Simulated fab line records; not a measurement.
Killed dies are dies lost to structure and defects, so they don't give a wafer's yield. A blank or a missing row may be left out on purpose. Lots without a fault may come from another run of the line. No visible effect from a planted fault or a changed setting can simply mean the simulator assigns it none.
Commonality check across tools | flow gf180mcu | Lots sampled 11, wafers sampled 35

== WHY THIS WAS OPENED ==
Of 11 lots, 2 have the reading V5_W_RS flagged at GF_V5_RS_MEAS_24. Wafers without a fault read 0.326 ohm/sq, standard deviation 0.0033.
Rule: flag the lot when none of its wafers has a number, or when each of its wafers that has one lies beyond 4 standard deviations from that mean. As for the other lots, they are considered sound.

lot  | measured     | on           | V5_W_RS (ohm/sq), wafer by wafer | flag
L492 | day 27 03:20 | filmMetro-02 | 0.328 0.321 0.322                | 
L493 | day 27 07:17 | filmMetro-02 | 0.325 0.324 0.325                | 
L496 | day 28 11:25 | filmMetro-04 | 0.329 0.336 0.326                | 
L500 | day 29 18:51 | filmMetro-04 | 0.330 0.324 0.326                | 
L502 | day 30 08:25 | filmMetro-02 | 0.328 0.326 0.326                | 
L503 | day 30 15:38 | filmMetro-02 | 0.328 0.328 0.326                | 
L504 | day 30 20:25 | filmMetro-02 | 0.322 0.331 0.329                | 
L506 | day 31 08:10 | filmMetro-02 | 0.541 0.527 0.541 0.527          | FLAGGED
L508 | day 31 18:10 | filmMetro-02 | 0.541 0.539 0.541 0.540          | FLAGGED
L513 | day 33 08:26 | filmMetro-02 | 0.324 0.322 0.324                | 
L514 | day 33 11:24 | filmMetro-03 | 0.328 0.326 0.326                | 
The numbers of the flagged lots are 0.537 ohm/sq on average: +0.211 ohm/sq against the usual, or +64 standard deviations.

== WHICH TOOL RAN EACH LOT ==
The record holds 3 process steps before the reading, out of a route of 602 steps. Each cell gives the tool, then ch followed by the chambers the sampled wafers passed through, then the start.
lot  | flag    | GF_MIM_SPUTTER_01           | GF_MIM_STRIP_20                     | GF_V5_CVD_23
L492 |         | pvdSputter-02, day 24 10:34 | plasmaAsher-01 ch 0,1, day 25 07:35 | cvdW-02 ch 0,1, day 27 03:13
L493 |         | pvdSputter-03, day 24 14:05 | plasmaAsher-01 ch 0,1, day 25 11:29 | cvdW-01 ch 0, day 27 07:10
L496 |         | pvdSputter-03, day 25 20:03 | plasmaAsher-01 ch 0,1, day 26 16:55 | cvdW-02 ch 0,1, day 28 11:18
L500 |         | pvdSputter-02, day 27 05:30 | plasmaAsher-01 ch 0,1, day 28 01:41 | cvdW-02 ch 0,1, day 29 18:44
L502 |         | pvdSputter-03, day 27 19:43 | plasmaAsher-03 ch 0,1, day 28 14:47 | cvdW-02 ch 0,1, day 30 08:18
L503 |         | pvdSputter-02, day 28 04:33 | plasmaAsher-01 ch 0,1, day 28 23:41 | cvdW-01 ch 0,1, day 30 15:30
L504 |         | pvdSputter-03, day 28 09:45 | plasmaAsher-04 ch 0, day 29 04:53   | cvdW-01 ch 0,1, day 30 20:17
L506 | FLAGGED | pvdSputter-02, day 28 22:12 | plasmaAsher-01 ch 0,1, day 29 16:37 | cvdW-02 ch 0,1, day 31 08:04
L508 | FLAGGED | pvdSputter-03, day 29 09:20 | plasmaAsher-04 ch 0, day 30 04:08   | cvdW-02 ch 0,1, day 31 18:04
L513 |         | pvdSputter-03, day 31 03:41 | plasmaAsher-04 ch 0,1, day 31 21:02 | cvdW-01 ch 0,1, day 33 08:18
L514 |         | pvdSputter-01, day 31 06:37 | plasmaAsher-03 ch 0,1, day 32 00:35 | cvdW-01 ch 0,1, day 33 11:17
These steps, and what they do:
- GF_MIM_SPUTTER_01: material TiN, target thk 30 nm, time 25 s.
- GF_MIM_STRIP_20: strips in O2/N2.
- GF_V5_CVD_23: deposits W, target thk 350 nm, time 104.9 s.
- GF_V5_RS_MEAS_24: measures by four-point-probe.

== FLAGGED AGAINST TOTAL, ONE TOOL AT A TIME (gauges that did the reading follow at the end) ==
step              | tool           | lots run | flagged | share of the flagged lots | sound lots run after its first flagged lot
GF_MIM_SPUTTER_01 | pvdSputter-01  | 1        | 0       | none                      | -
GF_MIM_SPUTTER_01 | pvdSputter-02  | 4        | 1       | some                      | 0
GF_MIM_SPUTTER_01 | pvdSputter-03  | 6        | 1       | some                      | 1 (L513)
GF_MIM_STRIP_20   | plasmaAsher-01 | 6        | 1       | some                      | 0
GF_MIM_STRIP_20   | plasmaAsher-03 | 2        | 0       | none                      | -
GF_MIM_STRIP_20   | plasmaAsher-04 | 3        | 1       | some                      | 1 (L513)
GF_V5_CVD_23      | cvdW-01        | 5        | 0       | none                      | -
GF_V5_CVD_23      | cvdW-02        | 6        | 2       | all                       | 0
GF_V5_RS_MEAS_24  | filmMetro-02   | 8        | 2       | all                       | 1 (L513)
GF_V5_RS_MEAS_24  | filmMetro-03   | 1        | 0       | none                      | -
GF_V5_RS_MEAS_24  | filmMetro-04   | 2        | 0       | none                      | -

== WHAT THE TABLE PERMITS ==
Every flagged lot went through 2 rows of the table: cvdW-02 at GF_V5_CVD_23 and filmMetro-02 at GF_V5_RS_MEAS_24.
- cvdW-02 at GF_V5_CVD_23 ran 6 lots, 2 of them flagged. It ran its last sound lot, L502, at day 30 08:18 and its first flagged lot, L506, at day 31 08:04: a fault with its onset between the two fits.
- filmMetro-02 at GF_V5_RS_MEAS_24 ran 8 lots, 2 of them flagged. Lots that were sound ran on it after the first flagged one (L513); a persistent fault on the entire tool would not allow that.
What remains is a single tool, cvdW-02 at GF_V5_CVD_23.

== WHAT THE SIMULATOR HAD PUT IN ==
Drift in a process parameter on cvdW-02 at GF_V5_CVD_23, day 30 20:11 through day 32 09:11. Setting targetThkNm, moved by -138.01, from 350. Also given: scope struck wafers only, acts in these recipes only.
Shown lots that were struck: L506, L508. Same finding as the rule above.
